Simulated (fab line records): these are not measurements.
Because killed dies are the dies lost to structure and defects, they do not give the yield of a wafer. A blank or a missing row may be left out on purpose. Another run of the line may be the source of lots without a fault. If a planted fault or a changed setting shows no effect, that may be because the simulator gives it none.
Chamber matching || flow sky130 || SKY_CONTACT_CMP_27 on cmp-01 has 4 sister chambers
The step polishes, stops on SiO2, t overpolish 15 s, target thk 0 nm. 8 wafers are shown with their chamber, then 8 later ones without.

## WAFERS WITH THEIR CHAMBER
{"wafer": "L881.5", "chamber": 0, "motor-current-A (A)": 8.4, "time-to-endpoint-s (s)": 80.4}
{"wafer": "L882.2", "chamber": 2, "motor-current-A (A)": 12.4, "time-to-endpoint-s (s)": 76.8}
{"wafer": "L885.3", "chamber": 0, "motor-current-A (A)": 9.0, "time-to-endpoint-s (s)": 76.6}
{"wafer": "L885.4", "chamber": 1, "motor-current-A (A)": 12.0, "time-to-endpoint-s (s)": 79.4}
{"wafer": "L886.3", "chamber": 3, "motor-current-A (A)": 8.1, "time-to-endpoint-s (s)": 78.1}
{"wafer": "L886.5", "chamber": 2, "motor-current-A (A)": 12.6, "time-to-endpoint-s (s)": 79.8}
{"wafer": "L886.6", "chamber": 1, "motor-current-A (A)": 11.4, "time-to-endpoint-s (s)": 85.6}
{"wafer": "L889.4", "chamber": 3, "motor-current-A (A)": 8.5, "time-to-endpoint-s (s)": 80.5}

## WAFERS WITH NO CHAMBER GIVEN
{"wafer": "L889.5", "motor-current-A (A)": 8.5, "time-to-endpoint-s (s)": 80.6}
{"wafer": "L889.6", "motor-current-A (A)": 12.5, "time-to-endpoint-s (s)": 78.6}
{"wafer": "L894.1", "motor-current-A (A)": 8.4, "time-to-endpoint-s (s)": 76.8}
{"wafer": "L894.2", "motor-current-A (A)": 8.9, "time-to-endpoint-s (s)": 79.1}
{"wafer": "L894.6", "motor-current-A (A)": 9.0, "time-to-endpoint-s (s)": 81.0}
{"wafer": "L902.2", "motor-current-A (A)": 8.9, "time-to-endpoint-s (s)": 78.6}
{"wafer": "L902.4", "motor-current-A (A)": 11.9, "time-to-endpoint-s (s)": 73.3}
{"wafer": "L902.5", "motor-current-A (A)": 8.5, "time-to-endpoint-s (s)": 76.4}

## THE CHAMBER EACH PASSED THROUGH
{"wafer": "L889.5", "from the rows above": "can't be placed: 3 or 0", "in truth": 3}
{"wafer": "L889.6", "from the rows above": 2, "in truth": 2}
{"wafer": "L894.1", "from the rows above": "can't be placed: 3 or 0", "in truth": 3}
{"wafer": "L894.2", "from the rows above": "can't be placed: 0 or 3", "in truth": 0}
{"wafer": "L894.6", "from the rows above": "can't be placed: 0 or 3", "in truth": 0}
{"wafer": "L902.2", "from the rows above": "can't be placed: 0 or 3", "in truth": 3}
{"wafer": "L902.4", "from the rows above": "can't be placed: 2 or 1", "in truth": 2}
{"wafer": "L902.5", "from the rows above": "can't be placed: 0 or 3", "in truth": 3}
Correctly placed: 1 of 8. Unplaceable from these rows: 7, with the true chamber sitting among the candidates in 7. Placed wrongly: 0.
How it was worked out, from the rows above alone: a wafer's distance from a chamber is the root of the sum, over the readings, of the square of ((its reading less the chamber's mean) divided by the reading's scatter). If the next closest chamber is less than 2 further off than the closest, the wafer can't be placed; otherwise it belongs to the closest. For every chamber, the mean is computed from those of its wafers that are shown. The scatter is the square root of a quotient: the sum, over the shown wafers, of each reading's squared deviation from its chamber's mean, divided by wafers minus chambers.
